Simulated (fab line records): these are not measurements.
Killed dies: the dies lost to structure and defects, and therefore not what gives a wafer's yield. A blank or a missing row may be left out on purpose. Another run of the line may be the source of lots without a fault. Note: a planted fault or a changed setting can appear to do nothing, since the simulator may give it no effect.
fab line records / flow sfq_line
record: lots: 5 wafers: 23
route steps=325 shown M8@321
start_h: start of the lot's first displayed wafer, in hours after the record's first day / wait_h: hours since the lot's step before / " as in the row above / L1.1+2: a row that stands for several wafers / - no value present, or no start provided / * or withheld: withheld / < > ~ a bound
route shown NAME@n: NAME is a module with steps in the file, n the number in the route of the first one / usual: mean and standard deviation over wafers with no fault / same: alike in all rows / chamber/n: place in a boat / sites: per-site readings / _std_site: their standard deviation / _edge_site: the outer-site mean with the inner-site mean subtracted / radius_mm: for every site, how far away it sits from the centre of the wafer / mask NAME#n: copy n / behind: the last tool/chamber to shape the wafer / hold: why the lot went on hold/how many hours it stayed there/how the hold came to an end / device: the transistor (n, p or np) that didn't switch / end of line: at the end of the route, the tests of the same wafers / where a step has no rows: the recipe by itself / killed: count of dies lost to structure and defects at first sort (not the wafer's yield) / map: a wafer's dies, x killed, . not, _ none there
set.NAME: the setting as run; set.NAME@STEP: as run at that earlier step / model.NAME: the simulator's own value behind a step, which no gauge read
lots where settings were altered on purpose, with a table for each step and a row for each wafer
== steps ==
step: SFQ_TRILAYER_M8_DEP_EVAP_196
recipe: material: Au angular_spread_deg: 1 target_thk_nm: 180 time_s: 900 power_w: 2000
lot.wafer=L074.1 tool=pvd_sputter-02 chamber=- start_h=1923.47 wait_h=0.1 set.time_s=900 model.Au_of_TRILAYER_M8_DEP_EVAP_196.thk_nm=182.3
lot.wafer=L074.5 tool=pvd_sputter-02 chamber=- start_h=1923.47 wait_h=0.1 set.time_s=900 model.Au_of_TRILAYER_M8_DEP_EVAP_196.thk_nm=182.4
lot.wafer=L074.6 tool=pvd_sputter-02 chamber=- start_h=1923.47 wait_h=0.1 set.time_s=900 model.Au_of_TRILAYER_M8_DEP_EVAP_196.thk_nm=181.8
lot.wafer=L076.1 tool=pvd_sputter-02 chamber=- start_h=1925.87 wait_h=0.1 set.time_s=900 model.Au_of_TRILAYER_M8_DEP_EVAP_196.thk_nm=182.8
lot.wafer=L076.2 tool=pvd_sputter-02 chamber=- start_h=1925.87 wait_h=0.1 set.time_s=900 model.Au_of_TRILAYER_M8_DEP_EVAP_196.thk_nm=183.2
lot.wafer=L076.4 tool=pvd_sputter-02 chamber=- start_h=1925.87 wait_h=0.1 set.time_s=900 model.Au_of_TRILAYER_M8_DEP_EVAP_196.thk_nm=183.1
lot.wafer=L076.5 tool=pvd_sputter-02 chamber=- start_h=1925.87 wait_h=0.1 set.time_s=900 model.Au_of_TRILAYER_M8_DEP_EVAP_196.thk_nm=184.6
lot.wafer=L076.6 tool=pvd_sputter-02 chamber=- start_h=1925.87 wait_h=0.1 set.time_s=900 model.Au_of_TRILAYER_M8_DEP_EVAP_196.thk_nm=183.7
lot.wafer=L077.2 tool=pvd_sputter-01 chamber=- start_h=1927.07 wait_h=0.1 set.time_s=900 model.Au_of_TRILAYER_M8_DEP_EVAP_196.thk_nm=179.5
lot.wafer=L077.3 tool=pvd_sputter-01 chamber=- start_h=1927.07 wait_h=0.1 set.time_s=900 model.Au_of_TRILAYER_M8_DEP_EVAP_196.thk_nm=179
lot.wafer=L077.4 tool=pvd_sputter-01 chamber=- start_h=1927.07 wait_h=0.1 set.time_s=999.3 model.Au_of_TRILAYER_M8_DEP_EVAP_196.thk_nm=199
lot.wafer=L077.5 tool=pvd_sputter-01 chamber=- start_h=1927.07 wait_h=0.1 set.time_s=900 model.Au_of_TRILAYER_M8_DEP_EVAP_196.thk_nm=178.9
lot.wafer=L077.6 tool=pvd_sputter-01 chamber=- start_h=1927.07 wait_h=0.1 set.time_s=999.3 model.Au_of_TRILAYER_M8_DEP_EVAP_196.thk_nm=197.6
lot.wafer=L081.1 tool=pvd_sputter-01 chamber=- start_h=2033.07 wait_h=0.1 set.time_s=792.5 model.Au_of_TRILAYER_M8_DEP_EVAP_196.thk_nm=161.8
lot.wafer=L081.2 tool=pvd_sputter-01 chamber=- start_h=2033.07 wait_h=0.1 set.time_s=900 model.Au_of_TRILAYER_M8_DEP_EVAP_196.thk_nm=180.1
lot.wafer=L081.3 tool=pvd_sputter-01 chamber=- start_h=2033.07 wait_h=0.1 set.time_s=900 model.Au_of_TRILAYER_M8_DEP_EVAP_196.thk_nm=180.4
lot.wafer=L081.4 tool=pvd_sputter-01 chamber=- start_h=2033.07 wait_h=0.1 set.time_s=900 model.Au_of_TRILAYER_M8_DEP_EVAP_196.thk_nm=182.4
lot.wafer=L081.5 tool=pvd_sputter-01 chamber=- start_h=2033.07 wait_h=0.1 set.time_s=792.5 model.Au_of_TRILAYER_M8_DEP_EVAP_196.thk_nm=159.5
lot.wafer=L083.1+2 tool=pvd_sputter-01 chamber=- start_h=2055.87 wait_h=0.1 set.time_s=765.9 model.Au_of_TRILAYER_M8_DEP_EVAP_196.thk_nm=154.4
lot.wafer=L083.4 tool=pvd_sputter-01 chamber=- start_h=2055.87 wait_h=0.1 set.time_s=900 model.Au_of_TRILAYER_M8_DEP_EVAP_196.thk_nm=184
lot.wafer=L083.5 tool=pvd_sputter-01 chamber=- start_h=2055.87 wait_h=0.1 set.time_s=900 model.Au_of_TRILAYER_M8_DEP_EVAP_196.thk_nm=181.7
lot.wafer=L083.6 tool=pvd_sputter-01 chamber=- start_h=2055.87 wait_h=0.1 set.time_s=765.9 model.Au_of_TRILAYER_M8_DEP_EVAP_196.thk_nm=155.3
step: SFQ_M8_RS_MEAS_949
recipe: thk_meas_gauge: four-point-probe reads: Au_of_TRILAYER_M8_DEP_EVAP_196+Pt_of_TRILAYER_M8_DEP_EVAP_198+Ti_of_TRILAYER_M8_DEP_EVAP_197
usual: M8_AU_RS: 0.1527/0.0014
lot.wafer=L074.1 tool=film_metro-03 chamber=- start_h=1923.99 wait_h=0.3 set.time_s@TRILAYER_M8_DEP_EVAP_196=900 M8_AU_RS[ohm/sq]=0.1514
lot.wafer=L074.5 tool=film_metro-03 chamber=- start_h=1923.99 wait_h=0.3 set.time_s@TRILAYER_M8_DEP_EVAP_196=900 M8_AU_RS[ohm/sq]=0.1512
lot.wafer=L074.6 tool=film_metro-03 chamber=- start_h=1923.99 wait_h=0.3 set.time_s@TRILAYER_M8_DEP_EVAP_196=900 M8_AU_RS[ohm/sq]=0.1518
lot.wafer=L076.1 tool=film_metro-01 chamber=- start_h=1926.39 wait_h=0.3 set.time_s@TRILAYER_M8_DEP_EVAP_196=900 M8_AU_RS[ohm/sq]=0.1515
lot.wafer=L076.2 tool=film_metro-01 chamber=- start_h=1926.39 wait_h=0.3 set.time_s@TRILAYER_M8_DEP_EVAP_196=900 M8_AU_RS[ohm/sq]=0.1512
lot.wafer=L076.4 tool=film_metro-01 chamber=- start_h=1926.39 wait_h=0.3 set.time_s@TRILAYER_M8_DEP_EVAP_196=900 M8_AU_RS[ohm/sq]=0.1511
lot.wafer=L076.5 tool=film_metro-01 chamber=- start_h=1926.39 wait_h=0.3 set.time_s@TRILAYER_M8_DEP_EVAP_196=900 M8_AU_RS[ohm/sq]=0.1499
lot.wafer=L076.6 tool=film_metro-01 chamber=- start_h=1926.39 wait_h=0.3 set.time_s@TRILAYER_M8_DEP_EVAP_196=900 M8_AU_RS[ohm/sq]=0.1504
lot.wafer=L077.2 tool=film_metro-03 chamber=- start_h=1927.61 wait_h=0.3 set.time_s@TRILAYER_M8_DEP_EVAP_196=900 M8_AU_RS[ohm/sq]=0.1539
lot.wafer=L077.3 tool=film_metro-03 chamber=- start_h=1927.61 wait_h=0.3 set.time_s@TRILAYER_M8_DEP_EVAP_196=900 M8_AU_RS[ohm/sq]=0.1542
lot.wafer=L077.4 tool=film_metro-03 chamber=- start_h=1927.61 wait_h=0.3 set.time_s@TRILAYER_M8_DEP_EVAP_196=999.3 M8_AU_RS[ohm/sq]=0.1387
lot.wafer=L077.5 tool=film_metro-03 chamber=- start_h=1927.61 wait_h=0.3 set.time_s@TRILAYER_M8_DEP_EVAP_196=900 M8_AU_RS[ohm/sq]=0.1544
lot.wafer=L077.6 tool=film_metro-03 chamber=- start_h=1927.61 wait_h=0.3 set.time_s@TRILAYER_M8_DEP_EVAP_196=999.3 M8_AU_RS[ohm/sq]=0.1398
lot.wafer=L081.1 tool=film_metro-01 chamber=- start_h=2033.59 wait_h=0.3 set.time_s@TRILAYER_M8_DEP_EVAP_196=792.5 M8_AU_RS[ohm/sq]=0.1708
lot.wafer=L081.2 tool=film_metro-01 chamber=- start_h=2033.59 wait_h=0.3 set.time_s@TRILAYER_M8_DEP_EVAP_196=900 M8_AU_RS[ohm/sq]=0.1532
lot.wafer=L081.3 tool=film_metro-01 chamber=- start_h=2033.59 wait_h=0.3 set.time_s@TRILAYER_M8_DEP_EVAP_196=900 M8_AU_RS[ohm/sq]=0.1532
lot.wafer=L081.4 tool=film_metro-01 chamber=- start_h=2033.59 wait_h=0.3 set.time_s@TRILAYER_M8_DEP_EVAP_196=900 M8_AU_RS[ohm/sq]=0.1516
lot.wafer=L081.5 tool=film_metro-01 chamber=- start_h=2033.59 wait_h=0.3 set.time_s@TRILAYER_M8_DEP_EVAP_196=792.5 M8_AU_RS[ohm/sq]=0.1736
lot.wafer=L083.1 tool=film_metro-01 chamber=- start_h=2056.39 wait_h=0.3 set.time_s@TRILAYER_M8_DEP_EVAP_196=765.9 M8_AU_RS[ohm/sq]=0.1794
lot.wafer=L083.2 tool=film_metro-01 chamber=- start_h=2056.39 wait_h=0.3 set.time_s@TRILAYER_M8_DEP_EVAP_196=765.9 M8_AU_RS[ohm/sq]=0.1794
lot.wafer=L083.4 tool=film_metro-01 chamber=- start_h=2056.39 wait_h=0.3 set.time_s@TRILAYER_M8_DEP_EVAP_196=900 M8_AU_RS[ohm/sq]=0.1502
lot.wafer=L083.5 tool=film_metro-01 chamber=- start_h=2056.39 wait_h=0.3 set.time_s@TRILAYER_M8_DEP_EVAP_196=900 M8_AU_RS[ohm/sq]=0.1522
lot.wafer=L083.6 tool=film_metro-01 chamber=- start_h=2056.39 wait_h=0.3 set.time_s@TRILAYER_M8_DEP_EVAP_196=765.9 M8_AU_RS[ohm/sq]=0.1783
step: SFQ_M8_THK_MEAS_950
recipe: thk_meas_gauge: xrf reads: Au_of_TRILAYER_M8_DEP_EVAP_196
usual: M8_AU_THK: 181.2/2.1
lot.wafer=L074.1 tool=film_metro-03 chamber=- start_h=1924.11 wait_h=0.1 set.time_s@TRILAYER_M8_DEP_EVAP_196=900 M8_AU_THK[nm]=183.3
lot.wafer=L074.5 tool=film_metro-03 chamber=- start_h=1924.11 wait_h=0.1 set.time_s@TRILAYER_M8_DEP_EVAP_196=900 M8_AU_THK[nm]=181.9
lot.wafer=L074.6 tool=film_metro-03 chamber=- start_h=1924.11 wait_h=0.1 set.time_s@TRILAYER_M8_DEP_EVAP_196=900 M8_AU_THK[nm]=182.1
lot.wafer=L076.1 tool=film_metro-01 chamber=- start_h=1926.51 wait_h=0.1 set.time_s@TRILAYER_M8_DEP_EVAP_196=900 M8_AU_THK[nm]=183.2
lot.wafer=L076.2 tool=film_metro-01 chamber=- start_h=1926.51 wait_h=0.1 set.time_s@TRILAYER_M8_DEP_EVAP_196=900 M8_AU_THK[nm]=184.5
lot.wafer=L076.4 tool=film_metro-01 chamber=- start_h=1926.51 wait_h=0.1 set.time_s@TRILAYER_M8_DEP_EVAP_196=900 M8_AU_THK[nm]=183.6
lot.wafer=L076.5 tool=film_metro-01 chamber=- start_h=1926.51 wait_h=0.1 set.time_s@TRILAYER_M8_DEP_EVAP_196=900 M8_AU_THK[nm]=185.1
lot.wafer=L076.6 tool=film_metro-01 chamber=- start_h=1926.51 wait_h=0.1 set.time_s@TRILAYER_M8_DEP_EVAP_196=900 M8_AU_THK[nm]=185.1
lot.wafer=L077.2 tool=film_metro-03 chamber=- start_h=1927.72 wait_h=0.1 set.time_s@TRILAYER_M8_DEP_EVAP_196=900 M8_AU_THK[nm]=179.8
lot.wafer=L077.3 tool=film_metro-03 chamber=- start_h=1927.72 wait_h=0.1 set.time_s@TRILAYER_M8_DEP_EVAP_196=900 M8_AU_THK[nm]=178.9
lot.wafer=L077.4 tool=film_metro-03 chamber=- start_h=1927.72 wait_h=0.1 set.time_s@TRILAYER_M8_DEP_EVAP_196=999.3 M8_AU_THK[nm]=199.3
lot.wafer=L077.5 tool=film_metro-03 chamber=- start_h=1927.72 wait_h=0.1 set.time_s@TRILAYER_M8_DEP_EVAP_196=900 M8_AU_THK[nm]=179.0
lot.wafer=L077.6 tool=film_metro-03 chamber=- start_h=1927.72 wait_h=0.1 set.time_s@TRILAYER_M8_DEP_EVAP_196=999.3 M8_AU_THK[nm]=196.0
lot.wafer=L081.1 tool=film_metro-01 chamber=- start_h=2033.71 wait_h=0.1 set.time_s@TRILAYER_M8_DEP_EVAP_196=792.5 M8_AU_THK[nm]=163.3
lot.wafer=L081.2 tool=film_metro-01 chamber=- start_h=2033.71 wait_h=0.1 set.time_s@TRILAYER_M8_DEP_EVAP_196=900 M8_AU_THK[nm]=181.0
lot.wafer=L081.3 tool=film_metro-01 chamber=- start_h=2033.71 wait_h=0.1 set.time_s@TRILAYER_M8_DEP_EVAP_196=900 M8_AU_THK[nm]=181.0
lot.wafer=L081.4 tool=film_metro-01 chamber=- start_h=2033.71 wait_h=0.1 set.time_s@TRILAYER_M8_DEP_EVAP_196=900 M8_AU_THK[nm]=183.6
lot.wafer=L081.5 tool=film_metro-01 chamber=- start_h=2033.71 wait_h=0.1 set.time_s@TRILAYER_M8_DEP_EVAP_196=792.5 M8_AU_THK[nm]=159.5
lot.wafer=L083.1 tool=film_metro-01 chamber=- start_h=2056.51 wait_h=0.1 set.time_s@TRILAYER_M8_DEP_EVAP_196=765.9 M8_AU_THK[nm]=154.1
lot.wafer=L083.2 tool=film_metro-01 chamber=- start_h=2056.51 wait_h=0.1 set.time_s@TRILAYER_M8_DEP_EVAP_196=765.9 M8_AU_THK[nm]=154.3
lot.wafer=L083.4 tool=film_metro-01 chamber=- start_h=2056.51 wait_h=0.1 set.time_s@TRILAYER_M8_DEP_EVAP_196=900 M8_AU_THK[nm]=184.0
lot.wafer=L083.5 tool=film_metro-01 chamber=- start_h=2056.51 wait_h=0.1 set.time_s@TRILAYER_M8_DEP_EVAP_196=900 M8_AU_THK[nm]=182.1
lot.wafer=L083.6 tool=film_metro-01 chamber=- start_h=2056.51 wait_h=0.1 set.time_s@TRILAYER_M8_DEP_EVAP_196=765.9 M8_AU_THK[nm]=155.2
== key ==
split: step: SFQ_TRILAYER_M8_DEP_EVAP_196 setting: time_s stated: 900 by: wafer
response: step: SFQ_TRILAYER_M8_DEP_EVAP_196 reading: model.Au_of_TRILAYER_M8_DEP_EVAP_196.thk_nm change: +1.8 per: 1% r: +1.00
response: step: SFQ_M8_RS_MEAS_949 reading: M8_AU_RS change: -0.00167 per: 1% r: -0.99
response: step: SFQ_M8_THK_MEAS_950 reading: M8_AU_THK change: +1.79 per: 1% r: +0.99
